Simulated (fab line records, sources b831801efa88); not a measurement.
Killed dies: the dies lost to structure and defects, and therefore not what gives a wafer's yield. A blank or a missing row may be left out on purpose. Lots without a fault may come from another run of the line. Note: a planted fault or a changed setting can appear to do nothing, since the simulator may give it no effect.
fab line records -- flow sky130
record lots=12, wafers=36, last-day=49
route steps=708 shown POLY_CUT@307 VIA2@522 PAD_OPEN@708
lots with no fault: from the same line, run without faults
start-h: start of the lot's first displayed wafer, in hours after the record's first day -- wait-h: how many hours have passed since the lot's step before this one -- " unchanged from the row above -- L1.1+2: a row that stands for several wafers -- - no value, or no start was given -- * or withheld: withheld -- < > ~ a bound
route shown NAME@n: NAME is a module with steps in the file, n the number in the route of the first one -- usual: mean/standard deviation of fault-free wafers -- same: alike in all rows -- chamber/n: place in a boat -- sites: the reading at each site -- _std_site: their standard deviation -- _edge_site: the outer-site mean with the inner-site mean subtracted -- radius-mm: for every site, how far away it sits from the centre of the wafer -- mask NAME#n: copy n -- behind: the most recent tool/chamber to have shaped the wafer -- hold: the reason the lot was held/the length of the hold in hours/how it ended -- device: whichever transistor did not switch (one of n, p or np) -- end of line: the route-end tests of the same wafers -- step lacking rows: just its recipe -- killed: the dies lost at the first sort to structure and to defects; this is not the yield of the wafer -- map: the dies of a wafer, with x for killed, . for not killed, _ for no die there
set.NAME: setting as actually run; set.NAME@STEP: the setting as run at that earlier step -- model.NAME: the simulator's own value behind a step, which no gauge read
steps of the route over a sample of lots; a table a step, a row a wafer
services: from which hour (start-h, from the record's first day; less than 0 if before it) a tool's chamber was out of use, for how many hours, and why
## steps
# step SKY_POLY_CUT_DEHYDRATE_00
# recipe temp-c=200, time-s=60
# usual exhaust-pa=45.0/0.84, heater-power-total-W=160.38/0.12, plate-temp-C=199.98/0.15
lot.wafer,tool,chamber,start-h,wait-h,exhaust-pa,heater-power-total-W,plate-temp-C
L793.3,litho-track-02,0,535.87,15.3,46.0,160.60,200.19
L793.4,litho-track-02,0,535.87,15.3,45.8,160.38,200.16
L793.5,litho-track-02,0,535.87,15.3,45.6,160.34,199.80
L794.4,litho-track-02,0,556.74,14.5,44.5,160.27,199.89
L794.5,litho-track-02,0,556.74,14.5,44.7,160.19,199.95
L794.6,litho-track-02,0,556.74,14.5,45.8,160.39,199.80
L796.3,litho-track-03,0,575.51,14.0,45.2,160.44,199.77
L796.5,litho-track-03,0,575.51,14.0,44.7,160.64,200.17
L796.6,litho-track-03,0,575.51,14.0,44.0,160.53,200.05
L797.1,litho-track-02,0,576.57,13.9,43.5,160.37,200.15
L797.4,litho-track-02,0,576.57,13.9,45.6,160.58,200.17
L797.5,litho-track-02,0,576.57,13.9,46.6,160.30,200.24
L802.2,litho-track-04,0,626.45,12.5,45.4,160.40,200.01
L802.4,litho-track-04,0,626.45,12.5,45.7,160.49,199.99
L802.6,litho-track-04,0,626.45,12.5,45.0,160.57,199.86
L801.1,litho-track-02,0,626.57,12.7,43.7,160.40,200.33
L801.3,litho-track-02,0,626.57,12.7,45.0,160.57,200.11
L801.6,litho-track-02,0,626.57,12.7,44.8,160.43,199.94
L805.1,litho-track-03,0,648.26,13.6,45.9,154.67,194.36
L805.2,litho-track-03,0,648.26,13.6,45.7,154.99,194.46
L805.5,litho-track-03,0,648.26,13.6,45.8,154.83,194.59
L806.2,litho-track-03,0,654.84,13.3,46.2,154.63,194.50
L806.3,litho-track-03,0,654.84,13.3,46.6,154.74,194.35
L806.5,litho-track-03,0,654.84,13.3,46.4,154.65,194.41
L808.2,litho-track-02,0,672.69,13.6,43.7,160.44,199.98
L808.4,litho-track-02,0,672.69,13.6,45.3,160.47,199.80
L808.5,litho-track-02,0,672.69,13.6,45.0,160.33,200.15
L811.1,litho-track-02,0,685.02,13.1,44.3,160.30,199.79
L811.5,litho-track-02,0,685.02,13.1,45.0,160.36,199.72
L811.6,litho-track-02,0,685.02,13.1,44.2,160.33,199.88
L810.1,litho-track-04,0,690.68,13.1,46.9,160.29,199.91
L810.2,litho-track-04,0,690.68,13.1,43.8,160.10,200.04
L810.3,litho-track-04,0,690.68,13.1,45.5,160.59,199.87
L813.1,litho-track-02,0,705.47,13.2,44.4,160.30,200.01
L813.3,litho-track-02,0,705.47,13.2,44.9,160.38,200.04
L813.4,litho-track-02,0,705.47,13.2,43.7,160.58,199.86
# step SKY_VIA2_ETCH_15
# recipe target=SiO2, chemistry=C4F8/O2/Ar, target-depth-nm=546, stop-on=TiN, mask-material=KrF-thick, source-w=1500, bias-w=1200, pressure-mtorr=40, c4f8-flow-sccm=withheld, O2_flow_sccm=6, Ar_flow_sccm=300, time-s=84
# usual oes-product-au=0.936/0.0047
lot.wafer,tool,chamber,start-h,wait-h,oes-product-au,rf-hours-counter-h
L793.3,rie-diel-01,2,841.06,0.0,0.932,13
L793.4,rie-diel-01,3,841.06,0.0,0.941,2
L793.5,rie-diel-01,0,841.06,0.0,0.924,-
L794.4,rie-diel-03,3,858.50,0.0,0.933,5
L794.5,rie-diel-03,2,858.50,0.0,0.941,-
L794.6,rie-diel-03,1,858.50,0.0,0.936,-
L796.3,rie-diel-01,0,876.73,0.0,0.940,3
L796.5,rie-diel-01,3,876.73,0.0,0.930,-
L796.6,rie-diel-01,0,876.73,0.0,0.938,-
L797.1,rie-diel-03,3,877.68,0.0,0.934,6
L797.4,rie-diel-03,2,877.68,0.0,0.930,9
L797.5,rie-diel-03,3,877.68,0.0,0.929,-
L802.2,rie-diel-01,3,919.01,0.0,0.934,4
L802.4,rie-diel-01,2,919.01,0.0,0.933,16
L802.6,rie-diel-01,3,919.01,0.0,0.935,-
L801.1,rie-diel-03,3,922.68,0.0,0.927,7
L801.3,rie-diel-03,0,922.68,0.0,0.931,10
L801.6,rie-diel-03,2,922.68,0.0,0.930,-
L805.1,rie-diel-01,0,938.83,0.0,0.943,5
L805.2,rie-diel-01,3,938.83,0.0,0.935,5
L805.5,rie-diel-01,0,938.83,0.0,0.943,-
L806.2,rie-diel-01,0,943.38,0.0,0.940,5
L806.3,rie-diel-01,1,943.38,0.0,0.939,15
L806.5,rie-diel-01,1,943.38,0.0,0.937,-
L808.2,rie-diel-01,0,961.66,0.0,0.934,6
L808.4,rie-diel-01,1,961.66,0.0,0.946,16
L808.5,rie-diel-01,2,961.66,0.0,0.935,-
L811.1,rie-diel-03,3,972.21,0.0,0.929,8
L811.5,rie-diel-03,0,972.21,0.0,0.937,-
L811.6,rie-diel-03,3,972.21,0.0,0.935,-
L810.1,rie-diel-01,1,975.53,0.0,0.935,16
L810.2,rie-diel-01,0,975.53,0.0,0.930,6
L810.3,rie-diel-01,3,975.53,0.0,0.938,6
L813.1,rie-diel-02,0,989.48,0.0,0.929,11
L813.3,rie-diel-02,3,989.48,0.0,0.939,5
L813.4,rie-diel-02,1,989.48,0.0,0.932,15
# step SKY_VIA2_STRIP_16
# recipe chemistry=O2/N2, power-w=1400, pressure-mtorr=1500, platen-temp-c=withheld, o2-flow-sccm=3000, n2-flow-sccm=300, overash-fraction=0.5
# usual drypump-motor-current-A=5.8/0.65, o2-flow-sccm=2999/8.2, oes-product-au=0.398/0.0049, strip-time-to-endpoint-s=4.04/0.033
lot.wafer,tool,chamber,start-h,wait-h,drypump-motor-current-A,o2-flow-sccm,oes-product-au,rf-hours-counter-h,strip-time-to-endpoint-s
L793.3,plasma-asher-02,0,841.16,0.1,5.5,2988,0.401,-,4.03
L793.4,plasma-asher-02,1,841.16,0.1,6.6,2997,0.399,-,4.01
L793.5,plasma-asher-02,1,841.16,0.1,6.7,3000,0.396,-,4.05
L794.4,plasma-asher-01,1,858.60,0.1,5.0,3006,0.398,-,4.00
L794.5,plasma-asher-01,0,858.60,0.1,5.4,3002,0.399,-,4.04
L794.6,plasma-asher-01,1,858.60,0.1,5.0,2996,0.399,-,4.00
L796.3,plasma-asher-01,1,876.82,0.1,5.0,2980,0.397,-,4.02
L796.5,plasma-asher-01,1,876.82,0.1,5.0,2994,0.404,-,4.00
L796.6,plasma-asher-01,0,876.82,0.1,5.4,3008,0.398,-,4.04
L797.1,plasma-asher-02,1,877.74,0.0,6.6,2983,0.396,13,3.99
L797.4,plasma-asher-02,1,877.74,0.0,6.7,2990,0.398,-,4.05
L797.5,plasma-asher-02,1,877.74,0.0,6.7,2995,0.395,-,4.02
L802.2,plasma-asher-01,1,919.08,0.0,5.0,2977,0.399,111,4.05
L802.4,plasma-asher-01,1,919.08,0.0,5.0,2994,0.394,-,4.02
L802.6,plasma-asher-01,0,919.08,0.0,5.4,2989,0.398,-,4.05
L801.1,plasma-asher-04,1,922.74,0.0,6.1,3004,0.391,80,3.99
L801.3,plasma-asher-04,1,922.74,0.0,6.1,3001,0.403,-,4.10
L801.6,plasma-asher-04,0,922.74,0.0,6.7,3002,0.395,-,4.01
L805.1,plasma-asher-01,0,938.89,0.0,5.4,3006,0.406,113,4.05
L805.2,plasma-asher-01,1,938.89,0.0,5.0,3001,0.393,113,3.96
L805.5,plasma-asher-01,0,938.89,0.0,5.4,3009,0.397,-,4.07
L806.2,plasma-asher-02,1,943.44,0.0,6.7,2998,0.398,20,4.07
L806.3,plasma-asher-02,0,943.44,0.0,5.5,3000,0.399,-,4.05
L806.5,plasma-asher-02,0,943.44,0.0,5.5,2999,0.399,-,4.01
L808.2,plasma-asher-02,0,961.73,0.0,5.5,2995,0.392,22,4.06
L808.4,plasma-asher-02,1,961.73,0.0,6.7,2982,0.397,-,4.03
L808.5,plasma-asher-02,0,961.73,0.0,5.5,2990,0.393,-,3.99
L811.1,plasma-asher-02,0,972.28,0.0,5.5,2998,0.395,23,3.99
L811.5,plasma-asher-02,0,972.28,0.0,5.5,2981,0.407,-,4.09
L811.6,plasma-asher-02,1,972.28,0.0,6.7,2999,0.389,-,4.00
L810.1,plasma-asher-01,1,975.59,0.0,5.0,2980,0.399,117,4.06
L810.2,plasma-asher-01,0,975.59,0.0,5.4,2999,0.406,117,4.06
L810.3,plasma-asher-01,1,975.59,0.0,5.0,2984,0.401,-,4.00
L813.1,plasma-asher-02,0,989.54,0.0,5.5,2994,0.400,25,4.02
L813.3,plasma-asher-02,0,989.54,0.0,5.5,2991,0.392,-,4.04
L813.4,plasma-asher-02,1,989.54,0.0,6.7,2985,0.398,-,4.09
# step SKY_VIA2_SPUTTER_20
# recipe material=TiN, target-thk-nm=20, chamber-pressure-pa=5, power-w=4000, time-s=80
# usual throttle-valve-pct=30.0/0.99
lot.wafer,tool,chamber,start-h,wait-h,throttle-valve-pct
L793.3,pvd-sputter-04,-,841.81,0.0,30.2
L793.4,pvd-sputter-04,-,841.81,0.0,28.4
L793.5,pvd-sputter-04,-,841.81,0.0,29.9
L794.4,pvd-sputter-03,-,859.22,0.0,30.8
L794.5,pvd-sputter-03,-,859.22,0.0,30.8
L794.6,pvd-sputter-03,-,859.22,0.0,29.9
L796.3,pvd-sputter-04,-,877.39,0.0,28.6
L796.5,pvd-sputter-04,-,877.39,0.0,29.3
L796.6,pvd-sputter-04,-,877.39,0.0,31.4
L797.1,pvd-sputter-01,-,878.34,0.0,29.4
L797.4,pvd-sputter-01,-,878.34,0.0,31.8
L797.5,pvd-sputter-01,-,878.34,0.0,30.1
L802.2,pvd-sputter-01,-,919.68,0.0,29.6
L802.4,pvd-sputter-01,-,919.68,0.0,30.4
L802.6,pvd-sputter-01,-,919.68,0.0,29.2
L801.1,pvd-sputter-03,-,923.33,0.0,30.8
L801.3,pvd-sputter-03,-,923.33,0.0,30.9
L801.6,pvd-sputter-03,-,923.33,0.0,31.0
L805.1,pvd-sputter-04,-,939.48,0.0,30.3
L805.2,pvd-sputter-04,-,939.48,0.0,31.2
L805.5,pvd-sputter-04,-,939.48,0.0,28.4
L806.2,pvd-sputter-03,-,944.07,0.0,29.7
L806.3,pvd-sputter-03,-,944.07,0.0,29.4
L806.5,pvd-sputter-03,-,944.07,0.0,29.5
L808.2,pvd-sputter-04,-,962.33,0.0,29.2
L808.4,pvd-sputter-04,-,962.33,0.0,31.1
L808.5,pvd-sputter-04,-,962.33,0.0,30.8
L811.1,pvd-sputter-03,-,972.88,0.0,30.8
L811.5,pvd-sputter-03,-,972.88,0.0,29.3
L811.6,pvd-sputter-03,-,972.88,0.0,29.4
L810.1,pvd-sputter-03,-,976.19,0.0,30.7
L810.2,pvd-sputter-03,-,976.19,0.0,29.9
L810.3,pvd-sputter-03,-,976.19,0.0,29.4
L813.1,pvd-sputter-04,-,990.17,0.0,28.6
L813.3,pvd-sputter-04,-,990.17,0.0,30.9
L813.4,pvd-sputter-04,-,990.17,0.0,29.1
# step SKY_PAD_OPEN_PROBE_99
# usual killed_at_M0_to_M3=44/7.9, killed_at_M4_up=3.1/2, killed-at-contacts=23/4.9, killed-at-front-end=15/3.9, killed-at-other=0.2/0.49, killed-dies=86/10, killed-on-rim=17/3.9, killed-open=47/7.1, killed-short=39/7.1
# same gross-dies=492, killed-at-back-side=0
lot.wafer,tool,chamber,start-h,wait-h,killed_at_M0_to_M3,killed_at_M4_up,killed-at-contacts,killed-at-front-end,killed-at-other,killed-dies,killed-on-rim,killed-open,killed-short
L796.3,prober-01,-,1098.94,0.2,49,4,22,11,0,86,15,49,37
L796.5,prober-01,-,1099.04,0.2,33,1,27,19,0,80,15,43,37
L796.6,prober-01,-,1099.09,0.2,41,3,17,15,0,76,18,41,35
L805.1,prober-02,-,1144.89,0.1,50,9,22,17,1,99,25,43,56
L805.2,prober-02,-,1144.94,0.1,46,5,22,13,0,86,21,48,38
L805.5,prober-02,-,1145.09,0.2,46,5,25,18,0,94,17,61,33
L806.2,prober-01,-,1149.86,0.1,47,4,27,10,0,88,13,46,42
L806.3,prober-01,-,1149.91,0.2,53,2,18,12,0,85,18,48,37
L806.5,prober-01,-,1150.01,0.2,42,2,25,14,0,83,15,57,26
L808.2,prober-01,-,1163.30,0.1,41,0,21,16,0,78,16,46,32
L808.4,prober-01,-,1163.40,0.2,46,2,16,13,0,77,16,42,35
L808.5,prober-01,-,1163.45,0.2,46,4,30,15,1,96,22,52,44
L811.1,prober-01,-,1170.67,0.1,39,5,27,12,0,83,17,45,38
L811.5,prober-01,-,1170.87,0.2,44,2,21,13,0,80,14,43,37
L811.6,prober-01,-,1170.92,0.2,55,1,17,17,0,90,20,57,33
L813.1,prober-02,-,1184.29,0.1,46,4,25,17,0,92,13,46,46
L813.3,prober-02,-,1184.39,0.2,40,4,19,11,0,74,14,44,30
L813.4,prober-02,-,1184.44,0.2,55,7,15,14,0,91,14,47,44
# killed by level:class
L796.3 VIA3:geometric-particle:open=12 CONTACT:geometric-particle:open=10 VIA1:geometric-particle:short=7 VIA1:geometric-particle:open=7 METAL2:geometric-particle:short=6 VIA2:geometric-particle:open=6 METAL3:geometric-particle:short=6 LI_CONTACT:geometric-particle:open=5
L796.5 CONTACT:geometric-particle:open=9 CONTACT:geometric-particle:short=7 LI_CONTACT:geometric-particle:open=6 VIA3:geometric-particle:open=6 POLY_GATE:geometric-particle:short=5 POLY_GATE:geometric-particle:open=5 VIA1:geometric-particle:open=4 VIA2:geometric-particle:open=4
L796.6 VIA1:geometric-particle:open=9 VIA2:geometric-particle:open=7 CONTACT:geometric-particle:open=6 FIELD_ISO:geometric-particle:short=5 LI_CONTACT:geometric-particle:open=5 VIA3:geometric-particle:short=5 METAL2:geometric-particle:open=4 METAL3:geometric-particle:short=4
L805.1 VIA2:geometric-particle:open=9 METAL2:geometric-particle:short=7 VIA3:geometric-particle:open=7 METAL4:geometric-particle:short=7 FIELD_ISO:geometric-particle:open=6 METAL1:geometric-particle:short=6 VIA3:geometric-particle:short=6 FIELD_ISO:geometric-particle:short=5
L805.2 CONTACT:geometric-particle:open=11 VIA2:geometric-particle:open=9 VIA3:geometric-particle:open=9 VIA1:geometric-particle:open=7 VIA1:geometric-particle:short=6 POLY_GATE:geometric-particle:short=5 CONTACT:geometric-particle:short=5 METAL2:geometric-particle:short=5
L805.5 LI_CONTACT:geometric-particle:open=11 VIA1:geometric-particle:open=11 VIA2:geometric-particle:open=9 POLY_GATE:geometric-particle:open=7 CONTACT:geometric-particle:open=6 VIA3:geometric-particle:open=6 METAL1:geometric-particle:short=5 CONTACT:geometric-particle:short=4
L806.2 CONTACT:geometric-particle:open=12 VIA1:geometric-particle:open=10 VIA2:geometric-particle:open=9 METAL2:geometric-particle:short=8 LOCAL_INTERCONNECT:geometric-particle:short=7 VIA3:geometric-particle:open=5 VIA2:geometric-particle:short=5 FIELD_ISO:geometric-particle:open=4
L806.3 VIA1:geometric-particle:open=13 CONTACT:geometric-particle:open=8 VIA3:geometric-particle:open=6 VIA2:geometric-particle:open=6 FIELD_ISO:geometric-particle:short=5 CONTACT:geometric-particle:short=5 VIA1:geometric-particle:short=5 METAL2:geometric-particle:short=5
L806.5 CONTACT:geometric-particle:open=15 VIA1:geometric-particle:open=13 VIA3:geometric-particle:open=7 POLY_GATE:geometric-particle:open=5 CONTACT:geometric-particle:short=5 VIA2:geometric-particle:open=5 VIA1:geometric-particle:short=4 VIA2:geometric-particle:short=4
L808.2 CONTACT:geometric-particle:open=9 VIA3:geometric-particle:open=8 VIA1:geometric-particle:open=7 VIA2:geometric-particle:open=7 FIELD_ISO:geometric-particle:short=5 METAL1:geometric-particle:short=5 POLY_GATE:geometric-particle:open=4 LI_CONTACT:geometric-particle:open=4
L808.4 CONTACT:geometric-particle:open=8 VIA2:geometric-particle:open=8 VIA1:geometric-particle:open=7 METAL1:geometric-particle:short=6 VIA1:geometric-particle:short=6 VIA3:geometric-particle:open=6 LI_CONTACT:geometric-particle:open=5 METAL3:geometric-particle:short=5
L808.5 CONTACT:geometric-particle:open=9 VIA2:geometric-particle:open=9 LI_CONTACT:geometric-particle:open=8 LI_CONTACT:geometric-particle:short=7 METAL2:geometric-particle:short=6 VIA3:geometric-particle:short=6 VIA3:geometric-particle:open=6 POLY_GATE:geometric-particle:short=4
L811.1 CONTACT:geometric-particle:open=15 VIA1:geometric-particle:open=9 CONTACT:geometric-particle:short=6 VIA2:geometric-particle:open=6 METAL2:geometric-particle:short=5 VIA3:geometric-particle:open=5 FIELD_ISO:geometric-particle:short=4 VIA3:geometric-particle:short=4
L811.5 VIA1:geometric-particle:open=12 CONTACT:geometric-particle:open=10 VIA1:geometric-particle:short=10 CONTACT:geometric-particle:short=6 FIELD_ISO:geometric-particle:open=5 METAL1:geometric-particle:short=4 VIA2:geometric-particle:open=4 VIA3:geometric-particle:open=3
L811.6 VIA1:geometric-particle:open=18 FIELD_ISO:geometric-particle:open=11 METAL2:geometric-particle:short=9 LI_CONTACT:geometric-particle:open=8 VIA3:geometric-particle:open=8 VIA2:geometric-particle:short=6 FIELD_ISO:geometric-particle:short=5 VIA2:geometric-particle:open=5
L813.1 VIA3:geometric-particle:open=9 VIA2:geometric-particle:open=8 VIA1:geometric-particle:open=8 LI_CONTACT:geometric-particle:open=7 FIELD_ISO:geometric-particle:short=5 LOCAL_INTERCONNECT:geometric-particle:short=5 CONTACT:geometric-particle:short=5 METAL2:geometric-particle:short=5
L813.3 VIA2:geometric-particle:open=10 CONTACT:geometric-particle:open=6 VIA1:geometric-particle:open=6 METAL2:geometric-particle:short=6 LI_CONTACT:geometric-particle:open=6 VIA3:geometric-particle:open=5 VIA2:geometric-particle:short=5 FIELD_ISO:geometric-particle:open=4
L813.4 VIA1:geometric-particle:open=15 VIA3:geometric-particle:open=13 VIA2:geometric-particle:open=8 VIA1:geometric-particle:short=6 CONTACT:geometric-particle:short=6 METAL4:geometric-particle:short=6 FIELD_ISO:geometric-particle:short=4 POLY_GATE:geometric-particle:short=4
## services
tool,chamber,start-h,hours,kind
pvd-sputter-04,-,554.53,0.6,repair
rie-diel-01,-,593.50,1.2,repair
plasma-asher-01,-,617.43,1.3,repair
rie-diel-01,3,641.79,8.6,repair
pvd-sputter-04,-,649.57,4.6,repair
rie-diel-01,0,666.30,5.0,repair
rie-diel-01,2,676.36,3.9,repair
rie-diel-01,0,680.42,3.5,repair
rie-diel-01,3,708.00,5.0,repair
plasma-asher-02,-,733.75,9.0,pm
pvd-sputter-03,-,785.90,0.6,repair
pvd-sputter-03,-,808.86,1.8,repair
plasma-asher-02,-,811.35,2.1,repair
pvd-sputter-04,-,820.25,0.6,repair
plasma-asher-01,-,820.31,2.0,repair
rie-diel-01,3,824.57,10.7,repair
plasma-asher-02,-,829.08,2.8,pm
plasma-asher-01,-,834.80,14.6,pm
plasma-asher-01,-,852.59,2.1,repair
pvd-sputter-04,-,856.74,1.1,repair
pvd-sputter-04,-,884.87,19.5,repair
rie-diel-01,3,891.73,8.0,repair
plasma-asher-01,-,906.77,7.5,repair
rie-diel-01,-,925.35,2.8,pm
## key
first-sign step=SKY_POLY_CUT_DEHYDRATE_00, reading=heater-power-total-W, direction=down, sigmas=47, usual=*, struck=*
effect step=SKY_POLY_CUT_DEHYDRATE_00, reading=plate-temp-C, direction=down, sigmas=36, usual=*, struck=*
met-at SKY_POLY_CUT_DEHYDRATE_00
struck-lots L805,L806
tester-left-out L805,L806
not-acting-at SKY_VIA2_ETCH_15,SKY_VIA2_STRIP_16,SKY_VIA2_SPUTTER_20
onset-between 575.51 648.26
fault kind=process-parameter-drift, tool=litho-track-03, chamber=-, onset-h=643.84, steps=SKY_POLY_CUT_DEHYDRATE_00, channel=temp-c, offset=*, shape=step, end-h=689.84, acts-in=*, stated=*
# tester-left-out: of these lots the tester's yield and bins aren't shown, on N5 and GAA mostly nor the transistor test; their killed dies are dies lost to structure and defects alone, not to doping, threshold or leakage, so they don't give the yield
